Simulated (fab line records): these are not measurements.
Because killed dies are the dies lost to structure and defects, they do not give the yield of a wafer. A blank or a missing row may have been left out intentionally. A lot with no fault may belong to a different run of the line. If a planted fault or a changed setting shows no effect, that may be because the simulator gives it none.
fab line records ; flow gf180mcu
record lots=14; wafers=42; last_day=34
route steps=602 shown V5@543 PASSIVATION@589
lots that met no fault: taken from a fault-free run of the same line
start_h: start of the lot's first displayed wafer, in hours after the record's first day ; wait_h: time in hours since the lot's previous step ; " the same as in the row above ; L1.1+2: one row covering several wafers at once ; - no value present, or no start provided ; * or withheld: withheld ; < > ~ a bound
route shown NAME@n: NAME is a module with steps in the file, n the number in the route of the first one ; usual: mean/standard deviation taken from wafers without a fault ; same: alike in all rows ; chamber/n: place in a boat ; sites: per-site readings ; _std_site: the standard deviation of these ; _edge_site: mean of outer sites minus mean of inner sites ; radius_mm: how far each site lies from the wafer's centre ; mask NAME#n: copy n ; behind: the most recent tool/chamber to have shaped the wafer ; hold: why the lot went on hold/how many hours it stayed there/how the hold came to an end ; device: transistor that didn't switch, given as n, p or np ; end of line: the same wafers' tests at the end of the route ; for a step that has no rows: nothing shown but its recipe ; killed: at the first sort, the dies lost to defects and structure; wafer yield is something else ; map: the dies of a wafer, with x for killed, . for not killed, _ for no die there
set.NAME: the setting the step ran with; set.NAME@STEP: the setting that earlier step ran with ; model.NAME: the simulator's own value behind a step, which no gauge read
steps of the route over a sample of lots; a table a step, a row a wafer
services: a tool's chamber out of use, with start hour (start_h, from the record's first day; less than 0 if before it), hours out, and reason
## steps
# step GF_V5_THK_MEAS_03
# recipe reads=SiO2_of_V5_CVD_02
# usual V5_CVD_02_THK=1452/19
lot.wafer;tool;chamber;start_h;wait_h;V5_CVD_02_THK[nm]
L638.1;film_metro-03;-;607.89;0.1;1434
L638.3;film_metro-03;-;607.89;0.1;1458
L638.5;film_metro-03;-;607.89;0.1;1467
L639.1;film_metro-02;-;614.44;0.1;1437
L639.2;film_metro-02;-;614.44;0.1;1437
L639.3;film_metro-02;-;614.44;0.1;1468
L640.1;film_metro-03;-;625.49;0.1;1447
L640.2;film_metro-03;-;625.49;0.1;1465
L640.3;film_metro-03;-;625.49;0.1;1459
L641.4;film_metro-03;-;635.38;0.0;1462
L641.5;film_metro-03;-;635.38;0.0;1468
L641.6;film_metro-03;-;635.38;0.0;1455
L643.2;film_metro-01;-;650.11;0.1;1468
L643.3;film_metro-01;-;650.11;0.1;1467
L643.5;film_metro-01;-;650.11;0.1;1489
L644.1;film_metro-01;-;657.34;0.1;1431
L644.3;film_metro-01;-;657.34;0.1;1431
L644.5;film_metro-01;-;657.34;0.1;1461
L646.1;film_metro-01;-;671.51;0.1;1450
L646.4;film_metro-01;-;671.51;0.1;1474
L646.5;film_metro-01;-;671.51;0.1;1469
L647.1;film_metro-01;-;673.75;0.1;1431
L647.2;film_metro-01;-;673.75;0.1;1455
L647.5;film_metro-01;-;673.75;0.1;1450
L650.4;film_metro-01;-;704.30;0.0;1467
L650.5;film_metro-01;-;704.30;0.0;1457
L650.6;film_metro-01;-;704.30;0.0;1455
L651.2;film_metro-03;-;705.82;0.1;1435
L651.3;film_metro-03;-;705.82;0.1;1454
L651.4;film_metro-03;-;705.82;0.1;1453
L652.1;film_metro-02;-;708.57;0.1;1457
L652.4;film_metro-02;-;708.57;0.1;1450
L652.5;film_metro-02;-;708.57;0.1;1455
L654.2;film_metro-01;-;727.10;0.1;1447
L654.4;film_metro-01;-;727.10;0.1;1470
L654.6;film_metro-01;-;727.10;0.1;1455
L660.2;film_metro-02;-;760.95;0.1;1415
L660.3;film_metro-02;-;760.95;0.1;1419
L660.5;film_metro-02;-;760.95;0.1;1427
L659.1;film_metro-03;-;763.10;0.1;1415
L659.5;film_metro-03;-;763.10;0.1;1437
L659.6;film_metro-03;-;763.10;0.1;1461
# step GF_V5_CD_MEAS_14
# recipe target_cd_nm=260
# usual cd_nm=260.0/1.2
lot.wafer;tool;chamber;start_h;wait_h;cd_nm
L638.1;cd_sem-01;-;628.54;0.1;261.7
L638.3;cd_sem-01;-;628.54;0.1;261.1
L638.5;cd_sem-01;-;628.54;0.1;260.2
L639.1;cd_sem-01;-;634.93;0.1;260.6
L639.2;cd_sem-01;-;634.93;0.1;260.2
L639.3;cd_sem-01;-;634.93;0.1;260.3
L640.1;cd_sem-02;-;645.43;0.1;258.5
L640.2;cd_sem-02;-;645.43;0.1;257.2
L640.3;cd_sem-02;-;645.43;0.1;258.4
L641.4;cd_sem-02;-;655.85;0.3;259.5
L641.5;cd_sem-02;-;655.85;0.3;260.3
L641.6;cd_sem-02;-;655.85;0.3;259.7
L643.2;cd_sem-02;-;669.51;0.1;261.5
L643.3;cd_sem-02;-;669.51;0.1;262.4
L643.5;cd_sem-02;-;669.51;0.1;262.6
L644.1;cd_sem-01;-;677.27;0.1;259.4
L644.3;cd_sem-01;-;677.27;0.1;258.5
L644.5;cd_sem-01;-;677.27;0.1;259.0
L646.1;cd_sem-01;-;690.54;0.1;259.1
L646.4;cd_sem-01;-;690.54;0.1;258.4
L646.5;cd_sem-01;-;690.54;0.1;259.1
L647.1;cd_sem-01;-;693.65;0.1;260.8
L647.2;cd_sem-01;-;693.65;0.1;259.9
L647.5;cd_sem-01;-;693.65;0.1;259.5
L650.4;cd_sem-01;-;722.60;0.1;259.8
L650.5;cd_sem-01;-;722.60;0.1;260.4
L650.6;cd_sem-01;-;722.60;0.1;260.0
L651.2;cd_sem-01;-;723.64;0.1;261.0
L651.3;cd_sem-01;-;723.64;0.1;262.1
L651.4;cd_sem-01;-;723.64;0.1;260.6
L652.1;cd_sem-02;-;726.27;0.1;259.6
L652.4;cd_sem-02;-;726.27;0.1;259.0
L652.5;cd_sem-02;-;726.27;0.1;259.1
L654.2;cd_sem-01;-;744.36;0.1;260.4
L654.4;cd_sem-01;-;744.36;0.1;260.6
L654.6;cd_sem-01;-;744.36;0.1;259.5
L660.2;cd_sem-02;-;777.54;0.1;258.3
L660.3;cd_sem-02;-;777.54;0.1;259.1
L660.5;cd_sem-02;-;777.54;0.1;259.0
L659.1;cd_sem-02;-;779.70;0.1;260.4
L659.5;cd_sem-02;-;779.70;0.1;260.4
L659.6;cd_sem-02;-;779.70;0.1;260.2
# step GF_V5_ETCH_16
# recipe chemistry=N2/H2; target_depth_a=withheld; overetch_a=withheld; time_s=withheld; target=BARC; ion_energy_ev=200; source_w=500; bias_w=100; pressure_mtorr=30; n2_flow_sccm=100; h2_flow_sccm=200
# usual bias_w=100.01/0.3; drypump_motor_current_A=5.9/0.36; oes_product_au=0.854/0.0048; throttle_valve_pct=13.224/0.0091
lot.wafer;tool;chamber;start_h;wait_h;bias_w;drypump_motor_current_A;oes_product_au;throttle_valve_pct
L638.1;rie_diel-02;0;628.70;0.0;100.00;6.0;0.857;13.211
L638.3;rie_diel-02;1;628.70;0.0;99.48;6.3;0.851;13.231
L638.5;rie_diel-02;0;628.70;0.0;99.85;6.0;0.857;13.223
L639.1;rie_diel-02;3;635.08;0.0;100.42;6.2;0.846;13.233
L639.2;rie_diel-02;0;635.08;0.0;99.71;6.0;0.854;13.241
L639.3;rie_diel-02;1;635.08;0.0;100.06;6.3;0.849;13.222
L640.1;rie_diel-03;2;645.58;0.0;100.46;6.4;0.849;13.220
L640.2;rie_diel-03;0;645.58;0.0;100.12;5.5;0.848;13.230
L640.3;rie_diel-03;3;645.58;0.0;100.15;5.7;0.846;13.226
L641.4;rie_diel-02;0;655.95;0.0;100.33;6.0;0.857;13.210
L641.5;rie_diel-02;3;655.95;0.0;100.33;6.2;0.862;13.223
L641.6;rie_diel-02;2;655.95;0.0;99.94;6.0;0.860;13.230
L643.2;rie_diel-03;2;669.65;0.0;99.93;6.4;0.859;13.224
L643.3;rie_diel-03;3;669.65;0.0;99.88;5.7;0.851;13.220
L643.5;rie_diel-03;0;669.65;0.0;99.96;5.5;0.855;13.234
L644.1;rie_diel-04;2;677.43;0.0;100.29;5.4;0.860;13.225
L644.3;rie_diel-04;0;677.43;0.0;100.25;5.3;0.848;13.231
L644.5;rie_diel-04;2;677.43;0.0;100.42;5.4;0.854;13.235
L646.1;rie_diel-04;2;690.70;0.0;100.37;5.4;0.849;13.227
L646.4;rie_diel-04;3;690.70;0.0;99.95;6.1;0.856;13.226
L646.5;rie_diel-04;2;690.70;0.0;100.16;5.4;0.860;13.233
L647.1;rie_diel-04;3;693.81;0.0;100.33;6.1;0.860;13.216
L647.2;rie_diel-04;1;693.81;0.0;99.85;6.2;0.847;13.224
L647.5;rie_diel-04;0;693.81;0.0;100.21;5.3;0.853;13.222
L650.4;rie_diel-02;0;722.70;0.0;100.50;6.0;0.855;13.229
L650.5;rie_diel-02;1;722.70;0.0;100.16;6.3;0.848;13.211
L650.6;rie_diel-02;2;722.70;0.0;99.84;6.0;0.858;13.208
L651.2;rie_diel-03;3;723.78;0.0;99.85;5.7;0.863;13.223
L651.3;rie_diel-03;2;723.78;0.0;99.64;6.4;0.859;13.230
L651.4;rie_diel-03;0;723.78;0.0;99.58;5.5;0.854;13.242
L652.1;rie_diel-04;1;726.43;0.0;99.74;6.2;0.854;13.215
L652.4;rie_diel-04;2;726.43;0.0;99.67;5.4;0.858;13.217
L652.5;rie_diel-04;3;726.43;0.0;100.02;6.1;0.859;13.222
L654.2;rie_diel-03;3;744.50;0.0;99.79;5.7;0.853;13.228
L654.4;rie_diel-03;1;744.50;0.0;99.97;6.0;0.849;13.218
L654.6;rie_diel-03;2;744.50;0.0;100.27;6.4;0.857;13.223
L660.2;rie_diel-03;2;777.68;0.0;100.27;6.4;0.852;13.219
L660.3;rie_diel-03;3;777.68;0.0;99.58;5.7;0.861;13.233
L660.5;rie_diel-03;3;777.68;0.0;100.08;5.7;0.857;13.221
L659.1;rie_diel-03;1;779.86;0.0;100.19;6.0;0.858;13.233
L659.5;rie_diel-03;1;779.86;0.0;100.46;6.0;0.855;13.233
L659.6;rie_diel-03;2;779.86;0.0;99.70;6.4;0.851;13.232
# step GF_PASSIVATION_CVD_02
# recipe material=Si3N4; target_thk_nm=700; time_s=486.18; temp_c=400; rf_w=450
# usual heater_power_w=755/120
lot.wafer;tool;chamber;start_h;wait_h;heater_power_w
L638.1;pecvd-04;2;651.60;0.1;922
L638.3;pecvd-04;1;651.60;0.1;656
L638.5;pecvd-04;1;651.60;0.1;652
L639.1;pecvd-03;2;657.00;0.1;727
L639.2;pecvd-03;1;657.00;0.1;742
L639.3;pecvd-03;0;657.00;0.1;944
L640.1;pecvd-01;0;667.42;0.1;738
L640.2;pecvd-01;1;667.42;0.1;698
L640.3;pecvd-01;2;667.42;0.1;1028
L641.4;pecvd-03;1;677.76;0.2;722
L641.5;pecvd-03;2;677.76;0.2;746
L641.6;pecvd-03;0;677.76;0.2;925
L643.2;pecvd-04;0;691.21;0.0;738
L643.3;pecvd-04;2;691.21;0.0;951
L643.5;pecvd-04;0;691.21;0.0;771
L644.1;pecvd-03;0;699.03;0.1;934
L644.3;pecvd-03;0;699.03;0.1;915
L644.5;pecvd-03;1;699.03;0.1;728
L646.1;pecvd-03;1;711.89;0.1;793
L646.4;pecvd-03;2;711.89;0.1;674
L646.5;pecvd-03;1;711.89;0.1;641
L647.1;pecvd-04;0;714.86;0.1;647
L647.2;pecvd-04;2;714.86;0.1;917
L647.5;pecvd-04;2;714.86;0.1;951
L650.4;pecvd-04;1;742.95;0.2;553
L650.5;pecvd-04;2;742.95;0.2;939
L650.6;pecvd-04;0;742.95;0.2;746
L651.2;pecvd-03;2;743.85;0.0;716
L651.3;pecvd-03;0;743.85;0.0;794
L651.4;pecvd-03;1;743.85;0.0;697
L652.1;pecvd-03;2;745.93;0.1;634
L652.4;pecvd-03;1;745.93;0.1;638
L652.5;pecvd-03;0;745.93;0.1;861
L654.2;pecvd-04;0;763.32;0.0;684
L654.4;pecvd-04;1;763.32;0.0;537
L654.6;pecvd-04;2;763.32;0.0;876
L660.2;pecvd-04;0;795.92;0.0;622
L660.3;pecvd-04;1;795.92;0.0;650
L660.5;pecvd-04;2;795.92;0.0;908
L659.1;pecvd-04;2;797.27;0.1;980
L659.5;pecvd-04;0;797.27;0.1;718
L659.6;pecvd-04;2;797.27;0.1;795
# step GF_PASSIVATION_THK_MEAS_03
# recipe reads=Si3N4_of_PASSIVATION_CVD_02
# usual PASSIVATION_CVD_02_THK=704/9.4
lot.wafer;tool;chamber;start_h;wait_h;PASSIVATION_CVD_02_THK[nm]
L638.1;film_metro-04;-;651.88;0.1;690
L638.3;film_metro-04;-;651.88;0.1;706
L638.5;film_metro-04;-;651.88;0.1;720
L639.1;film_metro-02;-;657.29;0.1;702
L639.2;film_metro-02;-;657.29;0.1;705
L639.3;film_metro-02;-;657.29;0.1;703
L640.1;film_metro-02;-;667.71;0.1;694
L640.2;film_metro-02;-;667.71;0.1;694
L640.3;film_metro-02;-;667.71;0.1;679
L641.4;film_metro-01;-;677.94;0.0;699
L641.5;film_metro-01;-;677.94;0.0;709
L641.6;film_metro-01;-;677.94;0.0;703
L643.2;film_metro-01;-;691.51;0.2;689
L643.3;film_metro-01;-;691.51;0.2;686
L643.5;film_metro-01;-;691.51;0.2;705
L644.1;film_metro-02;-;699.46;0.3;689
L644.3;film_metro-02;-;699.46;0.3;708
L644.5;film_metro-02;-;699.46;0.3;701
L646.1;film_metro-01;-;712.17;0.1;705
L646.4;film_metro-01;-;712.17;0.1;706
L646.5;film_metro-01;-;712.17;0.1;714
L647.1;film_metro-02;-;715.15;0.1;698
L647.2;film_metro-02;-;715.15;0.1;702
L647.5;film_metro-02;-;715.15;0.1;709
L650.4;film_metro-02;-;743.12;0.0;714
L650.5;film_metro-02;-;743.12;0.0;702
L650.6;film_metro-02;-;743.12;0.0;703
L651.2;film_metro-04;-;744.15;0.2;827
L651.3;film_metro-04;-;744.15;0.2;820
L651.4;film_metro-04;-;744.15;0.2;835
L652.1;film_metro-02;-;746.21;0.1;802
L652.4;film_metro-02;-;746.21;0.1;811
L652.5;film_metro-02;-;746.21;0.1;815
L654.2;film_metro-04;-;763.61;0.2;701
L654.4;film_metro-04;-;763.61;0.2;719
L654.6;film_metro-04;-;763.61;0.2;714
L660.2;film_metro-04;-;796.21;0.2;697
L660.3;film_metro-04;-;796.21;0.2;696
L660.5;film_metro-04;-;796.21;0.2;702
L659.1;film_metro-01;-;797.55;0.1;688
L659.5;film_metro-01;-;797.55;0.1;699
L659.6;film_metro-01;-;797.55;0.1;707
## services
tool;chamber;start_h;hours;kind
pecvd-01;0;605.12;-;clean
pecvd-01;1;605.12;-;clean
pecvd-01;2;605.12;-;clean
rie_diel-02;-;615.40;2.8;pm
rie_diel-02;0;663.37;16.4;repair
pecvd-04;1;663.72;16.4;repair
rie_diel-04;0;665.73;3.7;repair
pecvd-03;2;678.64;22.3;repair
pecvd-03;0;685.81;3.2;repair
rie_diel-04;0;722.44;-;clean
rie_diel-04;0;722.44;14.9;scheduled_down
rie_diel-04;0;722.44;14.9;vent_cycle
rie_diel-03;2;731.55;6.8;repair
pecvd-04;0;733.35;3.6;repair
pecvd-04;-;745.91;5.8;repair
pecvd-03;-;751.87;5.5;pm
rie_diel-04;3;763.35;5.7;repair
rie_diel-02;-;764.95;1.0;repair
rie_diel-04;1;772.30;-;clean
rie_diel-04;1;772.30;22.2;scheduled_down
rie_diel-04;1;772.30;22.2;vent_cycle
rie_diel-02;2;776.25;13.0;repair
## key
first_sign step=GF_PASSIVATION_THK_MEAS_03; reading=PASSIVATION_CVD_02_THK; direction=up; sigmas=12; usual=704; struck=818
effect none on later readings
met_at GF_PASSIVATION_CVD_02
struck_lots L651,L652
later_rows_left_out L651.4
sort_left_out L651.2,L651.3,L651.4
not_acting_at GF_V5_THK_MEAS_03,GF_V5_CD_MEAS_14,GF_V5_ETCH_16
onset_between 711.89 743.85
fault kind=process_parameter_drift; tool=pecvd-03; chamber=-; onset_h=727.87; steps=GF_PASSIVATION_CVD_02; channel=target_thk_nm; offset=113.39; shape=step; end_h=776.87; acts_in=these_recipes_only; stated=700
# sort_left_out: the simulated sort isn't trusted on such a fault, so these wafers' sort isn't shown, and their yield isn't known
# later_rows_left_out: the simulator's readings of these wafers behind a module that went badly wrong aren't trusted and aren't shown, but for the sort
